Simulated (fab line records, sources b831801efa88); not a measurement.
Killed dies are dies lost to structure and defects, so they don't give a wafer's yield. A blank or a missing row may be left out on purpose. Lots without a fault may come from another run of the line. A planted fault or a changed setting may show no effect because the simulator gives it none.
Which tool did it? | flow sky130 | 10 lots, 30 wafers sampled, at 6 steps of a route of 708

WHAT THE GAUGES READ, wafer by wafer
SKY_SD_N_RS_MEAS_16: measures by four-point-probe.
lot  | measured     | on            | SD_N_RS (ohm/sq)
L624 | day 27 20:20 | film_metro-01 | 68.83 68.57 68.86
L625 | day 28 18:01 | film_metro-02 | 68.63 68.49 68.65
L632 | day 31 02:31 | film_metro-03 | 68.72 68.72 68.64
L631 | day 31 06:50 | film_metro-03 | 68.68 68.67 68.74
L633 | day 31 09:31 | film_metro-02 | 68.78 68.80 68.81
L642 | day 34 09:40 | film_metro-03 | 68.53 68.45 68.42
L643 | day 34 13:50 | film_metro-02 | 68.71 68.60 68.72
L644 | day 34 18:32 | film_metro-02 | 68.48 68.63 68.58
L645 | day 35 06:17 | film_metro-02 | 68.73 68.82 68.70
L646 | day 35 10:20 | film_metro-03 | 68.42 68.64 68.74

SKY_SD_N_RS_MEAS_18: measures by four-point-probe.
lot  | measured     | on            | RES_XHIGH_RS (ohm/sq)
L624 | day 27 20:34 | film_metro-01 | 334.7 335.5 334.1
L625 | day 28 18:15 | film_metro-02 | 333.5 332.1 332.5
L632 | day 31 02:45 | film_metro-03 | 333.5 333.9 333.6
L631 | day 31 07:04 | film_metro-03 | 332.8 333.5 334.3
L633 | day 31 09:46 | film_metro-02 | 333.4 334.7 334.5
L642 | day 34 09:54 | film_metro-03 | 333.9 334.8 333.9
L643 | day 34 14:05 | film_metro-02 | 335.2 333.9 334.5
L644 | day 34 18:47 | film_metro-02 | 332.8 333.5 333.7
L645 | day 35 06:31 | film_metro-02 | 335.5 334.9 334.6
L646 | day 35 10:35 | film_metro-03 | 332.7 333.7 332.5

SKY_VIA3_RS_MEAS_22: measures by four-point-probe.
lot  | measured     | on            | VIA3_W_RS (ohm/sq)
L624 | day 39 17:32 | film_metro-02 | 0.293 0.290 0.295
L625 | day 40 13:11 | film_metro-02 | 0.298 0.293 0.292
L632 | day 42 12:50 | film_metro-02 | 0.294 0.296 0.291
L631 | day 42 16:31 | film_metro-02 | 0.290 0.288 0.293
L633 | day 42 20:20 | film_metro-01 | 0.298 0.290 0.300
L642 | day 45 07:00 | film_metro-02 | 0.190 0.292 0.294
L643 | day 45 09:07 | film_metro-02 | 0.188 0.187 0.294
L644 | day 45 13:51 | film_metro-02 | 0.292 0.292 0.291
L645 | day 45 23:49 | film_metro-01 | 0.294 0.292 0.292
L646 | day 46 04:04 | film_metro-02 | 0.292 0.294 0.290

SKY_VIA3_THK_MEAS_23: measures by xrf.
lot  | measured     | on            | VIA3_W_THK (nm)
L624 | day 39 17:40 | film_metro-02 | 395 402 394
L625 | day 40 13:18 | film_metro-02 | 387 391 395
L632 | day 42 12:56 | film_metro-02 | 392 389 396
L631 | day 42 16:38 | film_metro-02 | 397 399 391
L633 | day 42 20:26 | film_metro-01 | 397 408 394
L642 | day 45 07:07 | film_metro-02 | - 398 396
L643 | day 45 09:14 | film_metro-02 | - - 395
L644 | day 45 13:58 | film_metro-02 | 398 398 402
L645 | day 45 23:56 | film_metro-01 | 398 400 405
L646 | day 46 04:11 | film_metro-02 | 394 394 397

WHICH TOOL RAN EACH LOT (tool, then ch and the chambers of the sampled wafers, then the start)
lot  | SKY_SD_N_STRIP_11                    | SKY_VIA3_CVD_21
L624 | plasma_asher-01 ch 0,1, day 27 19:56 | cvd_w-01 ch 0,1, day 39 17:25
L625 | plasma_asher-04 ch 0,1, day 28 17:38 | cvd_w-02 ch 0,1, day 40 13:03
L632 | plasma_asher-03 ch 1, day 31 02:06   | cvd_w-02 ch 1, day 42 12:41
L631 | plasma_asher-01 ch 1, day 31 06:25   | cvd_w-01 ch 1, day 42 16:23
L633 | plasma_asher-03 ch 0,1, day 31 09:05 | cvd_w-01 ch 0,1, day 42 20:13
L642 | plasma_asher-04 ch 0,1, day 34 09:16 | cvd_w-01 ch 0,1, day 45 06:52
L643 | plasma_asher-03 ch 0,1, day 34 13:28 | cvd_w-01 ch 0,1, day 45 08:59
L644 | plasma_asher-01 ch 1, day 34 18:09   | cvd_w-02 ch 0,1, day 45 13:44
L645 | plasma_asher-01 ch 0,1, day 35 05:52 | cvd_w-02 ch 0,1, day 45 23:40
L646 | plasma_asher-03 ch 0,1, day 35 09:57 | cvd_w-02 ch 0,1, day 46 03:57
- SKY_SD_N_STRIP_11: strips in O2/N2.
- SKY_VIA3_CVD_21: deposits W, target thk 390 nm, time 117.31 s.

WHAT THE TOOLS THEMSELVES READ (means of the sampled wafers that have a number; where no wafer has one, the mark that the record gives instead)
SKY_SD_N_STRIP_11.
lot  | tool            | drypump_motor_current_A (A) | n2_flow_sccm (sccm) | oes_product_au (a.u.) | strip_time_to_endpoint_s (s)
L624 | plasma_asher-01 | 5.7                         | 300.2               | 0.523                 | 22.59
L625 | plasma_asher-04 | 5.3                         | 300.0               | 0.527                 | 22.57
L632 | plasma_asher-03 | 5.2                         | 299.7               | 0.528                 | 22.51
L631 | plasma_asher-01 | 5.0                         | 299.4               | 0.526                 | 22.54
L633 | plasma_asher-03 | 5.2                         | 300.0               | 0.528                 | 22.60
L642 | plasma_asher-04 | 5.6                         | 299.6               | 0.525                 | 22.60
L643 | plasma_asher-03 | 5.3                         | 299.3               | 0.528                 | 22.53
L644 | plasma_asher-01 | 5.0                         | 299.1               | 0.528                 | 22.52
L645 | plasma_asher-01 | 5.4                         | 300.2               | 0.527                 | 22.59
L646 | plasma_asher-03 | 5.3                         | 299.2               | 0.527                 | 22.57

SKY_VIA3_CVD_21.
lot  | tool     | heater_power_w (W)
L624 | cvd_w-01 | 776
L625 | cvd_w-02 | 762
L632 | cvd_w-02 | 709
L631 | cvd_w-01 | 841
L633 | cvd_w-01 | 782
L642 | cvd_w-01 | 787
L643 | cvd_w-01 | 819
L644 | cvd_w-02 | 773
L645 | cvd_w-02 | 795
L646 | cvd_w-02 | 781

THE ANSWER, worked out from the rows above alone
Rule: what is usual is taken from the lots themselves. Put in order of their means at a reading, lots are off if they are a third of the lots or fewer, leave a main group of 4 or more, and stand apart from it by a gap of 3 or more times the standard deviation of the main group's means; of several such gaps the widest counts. A main group whose means are all the same, to the digits that the tables above print for the reading, isn't used. A lot without any number at a reading at which 4 lots or more have one is off too. The other lots that the step has rows for count as sound. The gauges are gone through in route order, then the tools' own readings, and for those a lot's mean is taken as printed above. The first step at which some lot is off is used, and at that step the reading that is off furthest; a lot without a number counts as furthest.
Off: L642, L643, at SKY_VIA3_RS_MEAS_22 (VIA3_W_RS). The main group: mean 0.293 ohm/sq, standard deviation 0.0016.
A tool fits if, at a process step before that reading, it ran every lot that is off, and no sound lot after the first of them. The gauges at SKY_VIA3_RS_MEAS_22 are tried like those tools. One fits: cvd_w-01 at SKY_VIA3_CVD_21. Its last sound lot is L633 (day 42 20:13), its first lot that is off L642 (day 45 06:52): a fault that began between those two fits.

WHAT THE SIMULATOR HAD PUT IN
Process parameter drift: cvd_w-01, from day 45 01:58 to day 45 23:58, at SKY_VIA3_CVD_21. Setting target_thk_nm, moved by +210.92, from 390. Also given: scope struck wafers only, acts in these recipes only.
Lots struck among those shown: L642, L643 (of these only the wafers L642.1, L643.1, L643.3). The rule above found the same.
